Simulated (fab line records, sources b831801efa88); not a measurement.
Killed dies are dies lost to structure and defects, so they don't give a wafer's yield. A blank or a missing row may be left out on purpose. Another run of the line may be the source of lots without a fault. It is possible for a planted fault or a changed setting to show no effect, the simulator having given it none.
fab line records	flow gf180mcu
record: lots: 5	wafers: 15	last-day: 34
route steps=602 shown V5@542 TOP_METAL@567
lots with no fault: from the same line, run without faults
start-h: hours from the record's opening day to when the first of the lot's shown wafers began	wait-h: hours from the lot's prior step to this one	" as in the row above	L1.1+2: several wafers, shown together as one row	- either no value or no given start	* or withheld: withheld	< > ~ a bound
route shown NAME@n: names a module that has steps shown in the file, with the first one's number in the route	usual: mean/standard deviation of fault-free wafers	same: alike in all rows	chamber/n: place in a boat	sites: the reading at each site	_std_site: the values' standard deviation	_edge_site: inner sites' mean taken away from outer sites' mean	radius-mm: how far each site lies from the wafer's centre	mask NAME#n: copy n	behind: the last tool/chamber to shape the wafer	hold: the reason the lot was held/the length of the hold in hours/how it ended	device: the transistor (n, p or np) that didn't switch	end of line: the same wafers' tests at the end of the route	a step given without rows: its recipe and nothing more	killed: at the first sort, the dies lost to defects and structure; wafer yield is something else	map: a wafer's dies, marking killed ones x, the rest . and places with no die _
set.NAME: the run value of the setting; set.NAME@STEP: its run value at that earlier step	model.NAME: the simulator's own value behind a step, which no gauge read
certain route steps with their lots: each step a table, each wafer a row
services: the hour from which a tool's chamber was out of use, counted from the record's first day as start-h (under 0 if before that day), plus the number of hours and why
== steps ==
step: GF_V5_CVD_02
recipe: material: SiO2	target-thk-nm: 1450	precursor: TEOS	temp-c: 400	time-s: 163.28	rf-w: 600
usual: heater-power-w: 688/98
same: time-s: 163.28
lot.wafer	tool	chamber	start-h	wait-h	heater-power-w
L075.4	pecvd-01	2	620.03	0.1	719
L075.5	"	1	"	"	736
L075.6	"	0	"	"	654
L079.1	pecvd-02	0	643.37	0.1	696
L079.2	"	1	"	"	730
L079.3	"	2	"	"	468
L085.1	pecvd-01	2	690.37	0.1	723
L085.3	"	0	"	"	804
L085.6	"	0	"	"	655
L088.2	pecvd-02	2	717.23	0.0	597
L088.4	"	1	"	"	871
L088.6	"	0	"	"	718
L095.1	pecvd-02	0	751.93	0.1	750
L095.3	"	2	"	"	565
L095.6	"	2	"	"	473
step: GF_V5_THK_MEAS_03
recipe: reads: SiO2_of_V5_CVD_02
usual: V5_CVD_02_THK: 1450/20
lot.wafer	tool	chamber	start-h	wait-h	V5_CVD_02_THK[nm]
L075.4	film-metro-01	-	620.11	0.0	1476
L075.5	"	-	"	"	1464
L075.6	"	-	"	"	1467
L079.1	film-metro-02	-	643.48	0.1	1442
L079.2	"	-	"	"	1445
L079.3	"	-	"	"	1444
L085.1	film-metro-02	-	690.48	0.1	1458
L085.3	"	-	"	"	1451
L085.6	"	-	"	"	1466
L088.2	film-metro-04	-	717.35	0.1	1433
L088.4	"	-	"	"	1446
L088.6	"	-	"	"	1444
L095.1	film-metro-01	-	752.04	0.1	1437
L095.3	"	-	"	"	1426
L095.6	"	-	"	"	1436
step: GF_V5_CMP_04
recipe: material: SiO2	down-force-psi: 4	platen-rpm: 60	pad-velocity-m-s: 0.94248
usual: edge-zone-pressure-frac: 1.000/0.0047	motor-current-A: 12.3/1.1
lot.wafer	tool	chamber	start-h	wait-h	edge-zone-pressure-frac	motor-current-A
L075.4	cmp-01	2	620.24	0.1	0.998	13.5
L075.6	"	0	"	"	1.000	10.5
L075.5	"	1	"	"	0.996	13.8
L079.3	cmp-01	3	643.54	0.0	1.005	11.7
L079.1	"	1	"	"	1.005	13.3
L079.2	"	2	"	"	1.000	12.9
L085.1	cmp-01	0	690.54	0.1	0.998	10.3
L085.3	"	1	"	"	1.006	13.7
L085.6	"	1	"	"	1.006	14.2
L088.2	cmp-02	3	717.45	0.1	0.993	13.7
L088.4	"	1	"	"	1.006	11.2
L088.6	"	2	"	"	0.995	11.6
L095.3	cmp-01	0	752.37	0.3	0.996	10.6
L095.1	"	1	"	"	1.011	13.5
L095.6	"	0	"	"	0.996	10.6
step: GF_V5_BOW_MEAS_05
recipe: mode: bow
usual: V5_BOW: 131/9.7
lot.wafer	tool	chamber	start-h	wait-h	V5_BOW[um]
L075.4	film-metro-01	-	620.50	0.2	114
L075.5	"	-	"	"	120
L075.6	"	-	"	"	120
L079.1	film-metro-02	-	643.84	0.1	125
L079.2	"	-	"	"	133
L079.3	"	-	"	"	131
L085.1	film-metro-04	-	690.84	0.2	120
L085.3	"	-	"	"	109
L085.6	"	-	"	"	114
L088.2	film-metro-04	-	717.72	0.2	111
L088.4	"	-	"	"	116
L088.6	"	-	"	"	116
L095.1	film-metro-01	-	752.62	0.1	140
L095.3	"	-	"	"	132
L095.6	"	-	"	"	134
step: GF_V5_DEHYDRATE_06
recipe: temp-c: 200	time-s: 60
usual: exhaust-pa: 44.9/1
same: time-s: 60
lot.wafer	tool	chamber	start-h	wait-h	exhaust-pa
L075.4	litho-track-01	0	629.97	9.4	43.4
L075.5	"	0	"	"	43.0
L075.6	"	0	"	"	42.4
L079.1	litho-track-02	0	653.49	9.6	44.4
L079.2	"	0	"	"	44.5
L079.3	"	0	"	"	43.5
L085.1	litho-track-02	0	699.84	9.0	44.1
L085.3	"	0	"	"	44.9
L085.6	"	0	"	"	45.5
L088.2	litho-track-01	0	725.37	7.6	46.1
L088.4	"	0	"	"	43.9
L088.6	"	0	"	"	44.6
L095.1	litho-track-03	0	759.72	7.1	46.3
L095.3	"	0	"	"	45.2
L095.6	"	0	"	"	44.9
step: GF_V5_HMDS_07
recipe: prime-time-s: 60	prime-temp-c: 120
usual: exhaust-pa: 45.0/0.91	prime-temp-c: 119.97/0.14
lot.wafer	tool	chamber	start-h	wait-h	exhaust-pa	prime-temp-c
L075.4	litho-track-01	0	630.12	0.1	45.0	119.89
L075.5	"	0	"	"	44.2	120.03
L075.6	"	0	"	"	45.0	119.95
L079.1	litho-track-02	0	653.64	0.1	45.2	120.07
L079.2	"	0	"	"	45.4	119.85
L079.3	"	0	"	"	44.9	119.91
L085.1	litho-track-02	0	699.99	0.1	46.4	120.18
L085.3	"	0	"	"	45.6	120.30
L085.6	"	0	"	"	44.8	120.08
L088.2	litho-track-01	0	725.52	0.1	46.6	120.04
L088.4	"	0	"	"	46.9	120.00
L088.6	"	0	"	"	46.0	120.12
L095.1	litho-track-03	0	759.87	0.1	44.4	119.85
L095.3	"	0	"	"	43.9	120.05
L095.6	"	0	"	"	44.2	119.95
step: GF_V5_COAT_08
recipe: resist: BARC	temp-c: withheld	time-s: withheld	spin-rpm: withheld	resist-thk-nm: withheld
usual: exhaust-pa: 45.0/0.97
lot.wafer	tool	chamber	start-h	wait-h	exhaust-pa
L075.4	litho-track-01	0	630.27	0.1	44.7
L075.5	"	0	"	"	44.2
L075.6	"	0	"	"	43.9
L079.1	litho-track-02	0	653.79	0.1	45.5
L079.2	"	0	"	"	45.4
L079.3	"	0	"	"	44.5
L085.1	litho-track-02	0	700.14	0.1	43.7
L085.3	"	0	"	"	44.1
L085.6	"	0	"	"	44.4
L088.2	litho-track-01	0	725.67	0.1	45.2
L088.4	"	0	"	"	46.8
L088.6	"	0	"	"	46.5
L095.1	litho-track-03	0	760.02	0.1	44.1
L095.3	"	0	"	"	44.7
L095.6	"	0	"	"	44.0
step: GF_V5_COAT_09
recipe: resist: KrF	spin-rpm: withheld	resist-thk-nm: 1000
usual: exhaust-pa: 45.1/0.94
lot.wafer	tool	chamber	start-h	wait-h	exhaust-pa
L075.4	litho-track-01	0	-	-	43.9
L075.5	"	0	"	"	45.1
L075.6	"	0	"	"	45.2
L079.1	litho-track-02	0	-	-	45.7
L079.2	"	0	"	"	44.6
L079.3	"	0	"	"	44.6
L085.1	litho-track-02	0	-	-	45.4
L085.3	"	0	"	"	45.8
L085.6	"	0	"	"	45.9
L088.2	litho-track-01	0	-	-	45.5
L088.4	"	0	"	"	45.8
L088.6	"	0	"	"	45.1
L095.1	litho-track-03	0	-	-	44.4
L095.3	"	0	"	"	45.7
L095.6	"	0	"	"	46.4
step: GF_V5_SOFTBAKE_10
recipe: temp-c: 130	time-s: 60	resist: KrF
usual: exhaust-pa: 45.0/0.82
same: time-s: 60
lot.wafer	tool	chamber	start-h	wait-h	exhaust-pa
L075.4	litho-track-01	0	-	-	44.0
L075.5	"	0	"	"	45.2
L075.6	"	0	"	"	45.2
L079.1	litho-track-02	0	-	-	44.9
L079.2	"	0	"	"	42.8
L079.3	"	0	"	"	45.0
L085.1	litho-track-02	0	-	-	45.7
L085.3	"	0	"	"	44.9
L085.6	"	0	"	"	45.5
L088.2	litho-track-01	0	-	-	46.1
L088.4	"	0	"	"	46.3
L088.6	"	0	"	"	46.2
L095.1	litho-track-03	0	-	-	45.9
L095.3	"	0	"	"	45.2
L095.6	"	0	"	"	46.8
step: GF_V5_EXPOSE_11
recipe: mask-id: Via5	target-cd-nm: 260	na: 0.68	source-shape: conventional	sigma-outer: 0.6	dose-mj: 38
lot.wafer	tool	chamber	start-h	wait-h	mask
L075.4+5+6	krf-scanner-01	0	-	-	Via5#0
L079.1+2+3	krf-scanner-02	0	-	-	Via5#0
L085.1+3+6	krf-scanner-01	0	-	-	Via5#0
L088.2+4+6	krf-scanner-01	0	-	-	Via5#0
L095.1+3+6	krf-scanner-01	0	-	-	Via5#0
step: GF_V5_PEB_12
recipe: peb-temp-c: 135	peb-time-s: 90	resist: KrF
usual: exhaust-pa: 45.2/0.85
same: peb-time-s: 90
lot.wafer	tool	chamber	start-h	wait-h	exhaust-pa
L075.4	litho-track-02	0	-	-	45.5
L075.5	"	0	"	"	45.2
L075.6	"	0	"	"	46.4
L079.1	litho-track-03	0	-	-	43.8
L079.2	"	0	"	"	44.1
L079.3	"	0	"	"	44.3
L085.1	litho-track-01	0	-	-	45.8
L085.3	"	0	"	"	44.9
L085.6	"	0	"	"	44.8
L088.2	litho-track-02	0	-	-	44.8
L088.4	"	0	"	"	43.8
L088.6	"	0	"	"	44.2
L095.1	litho-track-02	0	-	-	46.4
L095.3	"	0	"	"	45.3
L095.6	"	0	"	"	45.5
step: GF_V5_DEVELOP_13
recipe: develop-time-s: 60	resist: KrF	dev-temp-c: 21
usual: exhaust-pa: 44.9/0.86
lot.wafer	tool	chamber	start-h	wait-h	exhaust-pa
L075.4	litho-track-02	0	640.26	0.1	45.6
L075.5	"	0	"	"	44.4
L075.6	"	0	"	"	44.5
L079.1	litho-track-03	0	663.77	0.2	46.3
L079.2	"	0	"	"	44.0
L079.3	"	0	"	"	44.6
L085.1	litho-track-01	0	708.99	0.2	43.2
L085.3	"	0	"	"	42.1
L085.6	"	0	"	"	43.6
L088.2	litho-track-02	0	734.51	0.2	45.6
L088.4	"	0	"	"	44.7
L088.6	"	0	"	"	44.7
L095.1	litho-track-02	0	768.69	0.2	45.5
L095.3	"	0	"	"	44.6
L095.6	"	0	"	"	45.2
step: GF_V5_CD_MEAS_14
recipe: target-cd-nm: 260
usual: cd-nm: 259.8/1.1
lot.wafer	tool	chamber	start-h	wait-h	cd-nm
L075.4	cd-sem-01	-	640.40	0.1	260.1
L075.5	"	-	"	"	259.0
L075.6	"	-	"	"	259.2
L079.1	cd-sem-02	-	664.10	0.3	261.0
L079.2	"	-	"	"	260.7
L079.3	"	-	"	"	261.2
L085.1	cd-sem-01	-	709.14	0.1	259.0
L085.3	"	-	"	"	260.2
L085.6	"	-	"	"	259.3
L088.2	cd-sem-01	-	734.66	0.1	260.7
L088.4	"	-	"	"	261.1
L088.6	"	-	"	"	260.5
L095.1	cd-sem-02	-	768.84	0.1	260.6
L095.3	"	-	"	"	261.1
L095.6	"	-	"	"	260.0
step: GF_V5_OVL_MEAS_15
usual: V5_OVL: 1/6.6
lot.wafer	tool	chamber	start-h	wait-h	V5_OVL[nm]
L075.4	overlay-02	-	640.48	0.1	2
L075.5	"	-	"	"	2
L075.6	"	-	"	"	-4
L079.1	overlay-01	-	664.22	0.1	0
L079.2	"	-	"	"	6
L079.3	"	-	"	"	5
L085.1	overlay-02	-	709.26	0.1	-11
L085.3	"	-	"	"	-11
L085.6	"	-	"	"	-10
L088.2	overlay-02	-	734.76	0.1	18
L088.4	"	-	"	"	7
L088.6	"	-	"	"	10
L095.1	overlay-02	-	768.96	0.1	5
L095.3	"	-	"	"	5
L095.6	"	-	"	"	1
step: GF_V5_ETCH_16
recipe: chemistry: N2/H2	target-depth-a: withheld	overetch-a: withheld	time-s: withheld	target: BARC	ion-energy-ev: 200	source-w: 500	bias-w: 100	pressure-mtorr: 30	n2-flow-sccm: 100	h2-flow-sccm: 200
usual: chamber-pressure-mTorr: 29.998/0.025	drypump-motor-current-A: 5.5/0.49	oes-product-au: 0.855/0.005	throttle-valve-pct: 13.224/0.0092
lot.wafer	tool	chamber	start-h	wait-h	chamber-pressure-mTorr	drypump-motor-current-A	oes-product-au	throttle-valve-pct
L075.4	rie-diel-02	3	640.49	0.0	30.017	5.5	0.856	13.208
L075.5	"	2	"	"	30.003	5.7	0.856	13.217
L075.6	"	3	"	"	29.964	5.5	0.856	13.228
L079.1	rie-diel-04	0	664.26	0.0	29.957	5.1	0.855	13.237
L079.2	"	2	"	"	30.019	5.4	0.850	13.217
L079.3	"	1	"	"	30.014	5.2	0.864	13.225
L085.1	rie-diel-04	0	709.30	0.0	30.030	5.1	0.856	13.227
L085.3	"	2	"	"	30.021	5.4	0.856	13.228
L085.6	"	1	"	"	30.028	5.3	0.861	13.221
L088.2	rie-diel-02	3	734.79	0.0	30.006	5.5	0.848	13.226
L088.4	"	0	"	"	30.048	5.3	0.858	13.230
L088.6	"	2	"	"	30.028	5.7	0.865	13.213
L095.1	rie-diel-04	1	768.99	0.0	30.011	5.3	0.863	13.223
L095.3	"	0	"	"	30.039	5.1	0.850	13.218
L095.6	"	2	"	"	29.982	5.4	0.848	13.227
step: GF_V5_ETCH_17
recipe: chemistry: C4F8/O2/Ar	mask-material: KrF	target: SiO2	stop-on: TiN	source-w: 1500	bias-w: 1200	pressure-mtorr: 40	c4f8-flow-sccm: withheld	O2_flow_sccm: 6	Ar_flow_sccm: 300	time-s: withheld	target-depth-a: 8550
usual: chamber-pressure-mTorr: 40.00/0.035	oes-product-au: 0.859/0.0046
lot.wafer	tool	chamber	start-h	wait-h	chamber-pressure-mTorr	oes-product-au
L075.4	rie-diel-02	3	-	-	40.00	0.859
L075.5	"	2	"	"	39.97	0.874
L075.6	"	3	"	"	39.97	0.861
L079.1	rie-diel-04	0	-	-	39.96	0.855
L079.2	"	2	"	"	40.07	0.858
L079.3	"	1	"	"	39.99	0.872
L085.1	rie-diel-04	0	-	-	39.99	0.861
L085.3	"	2	"	"	39.99	0.862
L085.6	"	1	"	"	39.96	0.852
L088.2	rie-diel-02	3	-	-	40.01	0.860
L088.4	"	0	"	"	40.01	0.854
L088.6	"	2	"	"	40.04	0.861
L095.1	rie-diel-04	1	-	-	39.96	0.857
L095.3	"	0	"	"	39.95	0.860
L095.6	"	2	"	"	40.04	0.861
step: GF_V5_STRIP_18
recipe: chemistry: O2/N2	power-w: 1400	pressure-mtorr: 1500	platen-temp-c: 250	o2-flow-sccm: 3000	n2-flow-sccm: 300	overash-fraction: 0.5
usual: chamber-pressure-mTorr: 1500.0/1.3	drypump-motor-current-A: 5.7/0.46	heater-power-w: 335/15	o2-flow-sccm: 3001/7.8	oes-product-au: 0.568/0.0051
lot.wafer	tool	chamber	start-h	wait-h	chamber-pressure-mTorr	drypump-motor-current-A	heater-power-w	o2-flow-sccm	oes-product-au	rf-hours-counter-h
L075.4	plasma-asher-03	0	640.68	-	1497.0	5.9	332	3007	0.571	-
L075.5	"	1	"	"	1502.3	4.6	361	3002	0.563	-
L075.6	"	0	"	"	1500.1	5.9	333	3015	0.575	-
L079.1	plasma-asher-01	1	664.41	-	1499.3	5.3	321	3007	0.578	102
L079.2	"	0	"	"	1500.5	6.2	300	3000	0.574	102
L079.3	"	0	"	"	1502.7	6.2	313	3012	0.563	-
L085.1	plasma-asher-04	0	709.45	-	1498.9	5.7	331	3008	0.565	63
L085.3	"	1	"	"	1498.9	5.8	345	2996	0.561	-
L085.6	"	0	"	"	1498.9	5.8	323	3002	0.564	-
L088.2	plasma-asher-04	1	734.94	-	1499.6	5.8	353	3013	0.562	66
L088.4	"	0	"	"	1500.7	5.8	318	3007	0.570	-
L088.6	"	1	"	"	1499.4	5.8	352	2990	0.574	-
L095.1	plasma-asher-04	0	769.14	-	1501.0	5.8	329	3008	0.563	70
L095.3	"	0	"	"	1500.5	5.8	331	3013	0.555	-
L095.6	"	0	"	"	1498.2	5.8	327	3000	0.566	-
step: GF_V5_STRIP_19
recipe: chemistry: post-etch-residue-remover	time-s: 1200	temp-c: 72.5
same: time-s: 1200
lot.wafer	tool	chamber	start-h	wait-h
L075.4+5+6	wet-bench-03	3	640.75	0.0
L079.1+2+3	wet-bench-01	3	664.51	0.1
L085.1+3+6	wet-bench-03	0	709.55	0.1
L088.2+4+6	wet-bench-04	3	735.04	0.1
L095.1+3+6	wet-bench-01	3	769.24	0.1
step: GF_V5_CLEAN_20
recipe: chemistry: DIW	dry: n2-spin
lot.wafer	tool	chamber	start-h	wait-h
L075.4+5+6	wet-bench-01	0	641.09	0.0
L079.1+2+3	wet-bench-04	1	664.89	0.0
L085.1+3+6	wet-bench-04	1	709.89	0.0
L088.2+4+6	wet-bench-01	1	735.39	0.0
L095.1+3+6	wet-bench-01	2	769.62	0.0
step: GF_V5_SPUTTER_21
recipe: material: Ti	target-thk-nm: 15	chamber-pressure-pa: 5	power-w: 2500	substrate-temp-c: 200	time-s: 80.02
usual: throttle-valve-pct: 30.2/1.1
same: time-s: 80.02
lot.wafer	tool	chamber	start-h	wait-h	throttle-valve-pct
L075.4	pvd-sputter-01	-	641.21	0.0	28.9
L075.5	"	-	"	"	29.1
L075.6	"	-	"	"	31.7
L079.1	pvd-sputter-03	-	664.98	0.0	29.1
L079.2	"	-	"	"	31.4
L079.3	"	-	"	"	29.4
L085.1	pvd-sputter-04	-	709.99	0.0	30.0
L085.3	"	-	"	"	29.6
L085.6	"	-	"	"	28.9
L088.2	pvd-sputter-03	-	735.49	0.0	31.3
L088.4	"	-	"	"	29.5
L088.6	"	-	"	"	31.8
L095.1	pvd-sputter-01	-	769.72	0.0	28.9
L095.3	"	-	"	"	29.3
L095.6	"	-	"	"	31.5
step: GF_V5_SPUTTER_22
recipe: material: TiN	target-thk-nm: 10	chamber-pressure-pa: 5	power-w: 4000	time-s: 40
usual: throttle-valve-pct: 30.2/1.1
same: time-s: 40
lot.wafer	tool	chamber	start-h	wait-h	throttle-valve-pct
L075.4	pvd-sputter-01	-	641.26	0.0	29.2
L075.5	"	-	"	"	29.4
L075.6	"	-	"	"	31.6
L079.1	pvd-sputter-03	-	665.04	0.0	29.3
L079.2	"	-	"	"	31.5
L079.3	"	-	"	"	29.3
L085.1	pvd-sputter-04	-	710.05	0.0	30.3
L085.3	"	-	"	"	29.4
L085.6	"	-	"	"	28.7
L088.2	pvd-sputter-03	-	735.55	0.0	31.4
L088.4	"	-	"	"	29.6
L088.6	"	-	"	"	31.7
L095.1	pvd-sputter-01	-	769.78	0.0	29.0
L095.3	"	-	"	"	29.3
L095.6	"	-	"	"	31.3
step: GF_V5_CVD_23
recipe: material: W	target-thk-nm: 350	time-s: 104.9	temp-c: 400	pressure-torr: 40
usual: heater-power-w: 814/110
same: time-s: 104.9
lot.wafer	tool	chamber	start-h	wait-h	heater-power-w
L075.4	cvd-w-02	1	641.32	0.0	903
L075.5	"	1	"	"	912
L075.6	"	0	"	"	668
L079.1	cvd-w-01	1	665.08	0.0	918
L079.2	"	0	"	"	730
L079.3	"	0	"	"	726
L085.1	cvd-w-02	1	710.09	0.0	894
L085.3	"	1	"	"	890
L085.6	"	1	"	"	895
L088.2	cvd-w-01	1	735.59	0.0	924
L088.4	"	1	"	"	923
L088.6	"	1	"	"	926
L095.1	cvd-w-02	1	769.82	0.0	889
L095.3	"	0	"	"	658
L095.6	"	1	"	"	889
step: GF_V5_RS_MEAS_24
recipe: thk-meas-gauge: four-point-probe	reads: W_of_V5_CVD_23+TiN_of_V5_SPUTTER_22+Ti_of_V5_SPUTTER_21
usual: V5_W_RS: 0.329/0.0041
lot.wafer	tool	chamber	start-h	wait-h	V5_W_RS[ohm/sq]
L075.4	film-metro-02	-	641.45	0.1	0.329
L075.5	"	-	"	"	0.328
L075.6	"	-	"	"	0.326
L079.1	film-metro-04	-	665.19	0.1	0.331
L079.2	"	-	"	"	0.331
L079.3	"	-	"	"	0.331
L085.1	film-metro-01	-	710.20	0.1	0.324
L085.3	"	-	"	"	0.324
L085.6	"	-	"	"	0.327
L088.2	film-metro-01	-	735.72	0.1	0.331
L088.4	"	-	"	"	0.332
L088.6	"	-	"	"	0.330
L095.1	film-metro-04	-	769.93	0.1	0.326
L095.3	"	-	"	"	0.326
L095.6	"	-	"	"	0.325
step: GF_V5_THK_MEAS_25
recipe: thk-meas-gauge: xrf	reads: W_of_V5_CVD_23
usual: V5_W_THK: 348/6
lot.wafer	tool	chamber	start-h	wait-h	V5_W_THK[nm]
L075.4	film-metro-02	-	641.54	0.1	345
L075.5	"	-	"	"	347
L075.6	"	-	"	"	349
L079.1	film-metro-04	-	665.31	0.1	351
L079.2	"	-	"	"	351
L079.3	"	-	"	"	351
L085.1	film-metro-01	-	710.32	0.1	348
L085.3	"	-	"	"	352
L085.6	"	-	"	"	348
L088.2	film-metro-01	-	735.83	0.1	346
L088.4	"	-	"	"	345
L088.6	"	-	"	"	344
L095.1	film-metro-04	-	770.05	0.1	350
L095.3	"	-	"	"	349
L095.6	"	-	"	"	352
step: GF_V5_CMP_26
recipe: stop-on: SiO2	down-force-psi: 3.5	platen-rpm: 60	t-overpolish-s: 15	target-thk-nm: 0	pad-velocity-m-s: 0.94248
usual: edge-zone-pressure-frac: 1.000/0.0054	motor-current-A: 11.3/0.99	overpolish-run-s: 15.000/0.0095	time-to-endpoint-s: 83/3.1
lot.wafer	tool	chamber	start-h	wait-h	edge-zone-pressure-frac	motor-current-A	overpolish-run-s	time-to-endpoint-s
L075.4	cmp-01	1	641.72	0.2	0.990	13.0	15.004	82
L075.5	"	2	"	"	1.004	11.2	15.015	83
L075.6	"	3	"	"	0.990	10.1	15.009	86
L079.2	cmp-01	0	665.42	0.1	1.005	9.8	14.995	80
L079.1	"	1	"	"	1.006	12.7	15.008	80
L079.3	"	2	"	"	1.008	11.1	15.001	81
L085.1	cmp-02	3	710.38	0.1	0.997	12.4	14.988	82
L085.3	"	1	"	"	1.001	10.3	14.999	86
L085.6	"	3	"	"	0.995	13.0	14.994	81
L088.4	cmp-01	0	735.88	0.0	0.989	9.6	14.985	78
L088.2	"	2	"	"	1.000	11.4	14.993	84
L088.6	"	1	"	"	0.996	12.5	15.008	81
L095.1	cmp-02	1	770.16	0.1	1.004	10.4	15.027	85
L095.3	"	3	"	"	0.997	12.4	14.995	80
L095.6	"	0	"	"	0.995	11.6	14.991	80
step: GF_TOP_METAL_SPUTTER_00
recipe: material: Ti	target-thk-nm: 37.5	arriving-ion-energy-ev: 80	substrate-temp-c: 200	chamber-pressure-pa: 2	power-w: 4000	time-s: 150
usual: throttle-valve-pct: 30.4/0.98
same: time-s: 150
lot.wafer	tool	chamber	start-h	wait-h	throttle-valve-pct
L075.4	pvd-sputter-04	-	641.87	0.1	28.9
L075.5	"	-	"	"	28.6
L075.6	"	-	"	"	29.5
L079.1	pvd-sputter-02	-	665.67	0.1	30.0
L079.2	"	-	"	"	30.9
L079.3	"	-	"	"	31.1
L085.1	pvd-sputter-03	-	710.68	0.2	29.5
L085.3	"	-	"	"	31.8
L085.6	"	-	"	"	29.7
L088.2	pvd-sputter-04	-	736.18	0.1	30.4
L088.4	"	-	"	"	29.1
L088.6	"	-	"	"	31.9
L095.1	pvd-sputter-04	-	770.41	0.2	28.6
L095.3	"	-	"	"	32.0
L095.6	"	-	"	"	30.4
step: GF_TOP_METAL_SPUTTER_01
recipe: material: TiN	target-thk-nm: 30	power-w: 6500	time-s: 25	chamber-pressure-pa: 0.4
usual: throttle-valve-pct: 30.4/0.98
same: time-s: 25
lot.wafer	tool	chamber	start-h	wait-h	throttle-valve-pct
L075.4	pvd-sputter-04	-	641.97	0.1	28.8
L075.5	"	-	"	"	29.0
L075.6	"	-	"	"	29.4
L079.1	pvd-sputter-02	-	665.77	0.1	30.3
L079.2	"	-	"	"	30.7
L079.3	"	-	"	"	31.1
L085.1	pvd-sputter-03	-	710.78	0.1	29.3
L085.3	"	-	"	"	31.9
L085.6	"	-	"	"	29.6
L088.2	pvd-sputter-04	-	736.28	0.1	30.3
L088.4	"	-	"	"	28.8
L088.6	"	-	"	"	31.7
L095.1	pvd-sputter-04	-	770.51	0.1	28.8
L095.3	"	-	"	"	31.7
L095.6	"	-	"	"	29.9
step: GF_TOP_METAL_SPUTTER_02
recipe: material: AlCu	target-thk-nm: 900	power-w: 10600	chamber-pressure-pa: 0.3	substrate-temp-c: 250	gas: Ar	time-s: 47.82
usual: throttle-valve-pct: 30.4/1
same: time-s: 47.82
lot.wafer	tool	chamber	start-h	wait-h	throttle-valve-pct
L075.4	pvd-sputter-04	-	642.00	0.0	28.7
L075.5	"	-	"	"	28.7
L075.6	"	-	"	"	29.7
L079.1	pvd-sputter-02	-	665.80	0.0	30.2
L079.2	"	-	"	"	31.0
L079.3	"	-	"	"	31.0
L085.1	pvd-sputter-03	-	710.81	0.0	29.4
L085.3	"	-	"	"	32.1
L085.6	"	-	"	"	29.6
L088.2	pvd-sputter-04	-	736.31	0.0	30.2
L088.4	"	-	"	"	29.0
L088.6	"	-	"	"	31.9
L095.1	pvd-sputter-04	-	770.54	0.0	29.1
L095.3	"	-	"	"	31.7
L095.6	"	-	"	"	30.3
step: GF_TOP_METAL_SPUTTER_03
recipe: material: Ti	target-thk-nm: 5	substrate-temp-c: 300	chamber-pressure-pa: 0.3	power-w: 3000	time-s: 3.3
usual: throttle-valve-pct: 30.3/0.98
same: time-s: 3.3
lot.wafer	tool	chamber	start-h	wait-h	throttle-valve-pct
L075.4	pvd-sputter-04	-	642.05	0.0	28.8
L075.5	"	-	"	"	29.1
L075.6	"	-	"	"	29.4
L079.1	pvd-sputter-02	-	665.84	0.0	30.1
L079.2	"	-	"	"	30.6
L079.3	"	-	"	"	30.7
L085.1	pvd-sputter-03	-	710.85	0.0	29.6
L085.3	"	-	"	"	31.8
L085.6	"	-	"	"	29.5
L088.2	pvd-sputter-04	-	736.35	0.0	29.9
L088.4	"	-	"	"	28.6
L088.6	"	-	"	"	31.6
L095.1	pvd-sputter-04	-	770.58	0.0	28.9
L095.3	"	-	"	"	31.6
L095.6	"	-	"	"	30.2
step: GF_TOP_METAL_SPUTTER_04
recipe: material: TiN	target-thk-nm: 25	power-w: 6500	time-s: 20.8	chamber-pressure-pa: 0.4
usual: throttle-valve-pct: 30.4/1
same: time-s: 20.8
lot.wafer	tool	chamber	start-h	wait-h	throttle-valve-pct
L075.4	pvd-sputter-04	-	642.06	0.0	28.6
L075.5	"	-	"	"	28.6
L075.6	"	-	"	"	29.6
L079.1	pvd-sputter-02	-	665.86	0.0	30.1
L079.2	"	-	"	"	31.1
L079.3	"	-	"	"	31.0
L085.1	pvd-sputter-03	-	710.87	0.0	29.6
L085.3	"	-	"	"	31.9
L085.6	"	-	"	"	29.7
L088.2	pvd-sputter-04	-	736.37	0.0	30.1
L088.4	"	-	"	"	29.0
L088.6	"	-	"	"	31.6
L095.1	pvd-sputter-04	-	770.60	0.0	29.0
L095.3	"	-	"	"	31.5
L095.6	"	-	"	"	30.2
step: GF_TOP_METAL_RS_MEAS_05
recipe: thk-meas-gauge: four-point-probe	reads: TiN_of_TOP_METAL_SPUTTER_04+Ti_of_TOP_METAL_SPUTTER_03+AlCu_of_TOP_METAL_SPUTTER_02+TiN_of_TOP_METAL_SPUTTER_01+Ti_of_TOP_METAL_SPUTTER_00
usual: TOP_METAL_ALCU_RS: 0.0328/0.00037
lot.wafer	tool	chamber	start-h	wait-h	TOP_METAL_ALCU_RS[ohm/sq]
L075.4	film-metro-04	-	642.15	0.1	0.0322
L075.5	"	-	"	"	0.0323
L075.6	"	-	"	"	0.0332
L079.1	film-metro-02	-	665.89	0.0	0.0331
L079.2	"	-	"	"	0.0327
L079.3	"	-	"	"	0.0329
L085.1	film-metro-03	-	710.90	0.0	0.0325
L085.3	"	-	"	"	0.0325
L085.6	"	-	"	"	0.0322
L088.2	film-metro-02	-	736.42	0.0	0.0324
L088.4	"	-	"	"	0.0320
L088.6	"	-	"	"	0.0327
L095.1	film-metro-02	-	770.63	0.0	0.0327
L095.3	"	-	"	"	0.0330
L095.6	"	-	"	"	0.0334
== services ==
tool	chamber	start-h	hours	kind
pecvd-01	-	602.97	0.8	repair
krf-scanner-01	-	605.20	1.3	pm
cmp-02	-	609.23	6.3	pm
pvd-sputter-02	-	613.32	10.3	repair
cmp-01	-	623.08	2.9	repair
cmp-01	-	638.57	2.8	repair
cmp-01	-	649.24	3.8	pm
pvd-sputter-04	-	674.35	1.9	repair
krf-scanner-01	-	695.59	1.0	pm
rie-diel-02	3	697.30	6.9	repair
krf-scanner-01	-	699.24	0.5	repair
cmp-02	-	702.76	4.6	pm
cmp-01	-	712.60	5.1	pm
pvd-sputter-02	-	721.68	2.7	repair
krf-scanner-01	-	727.88	0.8	pm
cmp-01	-	740.71	10.2	pm
wet-bench-04	-	743.18	1.9	pm
pecvd-02	-	743.25	2.6	repair
cmp-02	-	744.18	4.0	pm
krf-scanner-01	-	747.30	4.0	pm
cmp-01	-	751.64	0.4	repair
cmp-01	-	752.80	3.7	repair
pvd-sputter-01	-	762.38	2.9	repair
pvd-sputter-04	-	763.10	2.7	repair
== key ==
fault none
